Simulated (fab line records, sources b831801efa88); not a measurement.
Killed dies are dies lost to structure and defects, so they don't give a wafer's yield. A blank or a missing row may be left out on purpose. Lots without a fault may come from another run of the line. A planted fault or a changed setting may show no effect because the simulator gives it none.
Which tool did it? | flow gf180mcu | 12 lots, 36 wafers sampled, at 1 step of a route of 602

WHAT THE GAUGES READ, wafer by wafer
GF_SAB_THK_MEAS_01.
lot  | measured     | on            | SAB_CVD_00_THK (nm)
L075 | day 14 15:29 | film_metro-03 | 48.5 49.9 50.3
L077 | day 15 11:19 | film_metro-03 | 49.7 49.9 50.2
L079 | day 16 04:25 | film_metro-03 | 48.4 49.2 50.0
L081 | day 16 21:10 | film_metro-02 | 48.8 49.8 49.6
L083 | day 17 15:25 | film_metro-03 | 49.6 49.9 50.0
L084 | day 18 02:40 | film_metro-02 | 49.6 48.8 50.5
L087 | day 18 23:41 | film_metro-02 | 49.3 50.2 49.6
L089 | day 19 18:53 | film_metro-03 | 49.5 49.6 50.5
L091 | day 20 11:27 | film_metro-02 | 49.5 50.1 50.8
L093 | day 21 12:29 | film_metro-02 | 49.6 49.7 50.6
L095 | day 21 18:59 | film_metro-01 | 49.7 50.3 49.8
L097 | day 22 19:50 | film_metro-03 | 49.6 51.2 50.2

WHICH TOOL RAN EACH LOT (tool, then ch and the chambers of the sampled wafers, then the start)
The record holds no process step before these readings.

THE ANSWER, worked out from the rows above alone
Rule: what is usual is taken from the lots themselves. Put in order of their means at a reading, lots are off if they are a third of the lots or fewer, leave a main group of 4 or more, and stand apart from it by a gap of 3 or more times the standard deviation of the main group's means; of several such gaps the widest counts. A main group whose means are all the same, to the digits that the tables above print for the reading, isn't used. A lot without any number at a reading at which 4 lots or more have one is off too. The other lots that the step has rows for count as sound.
No lot is off at any reading shown: from this, nothing can be told.

WHAT THE SIMULATOR HAD PUT IN
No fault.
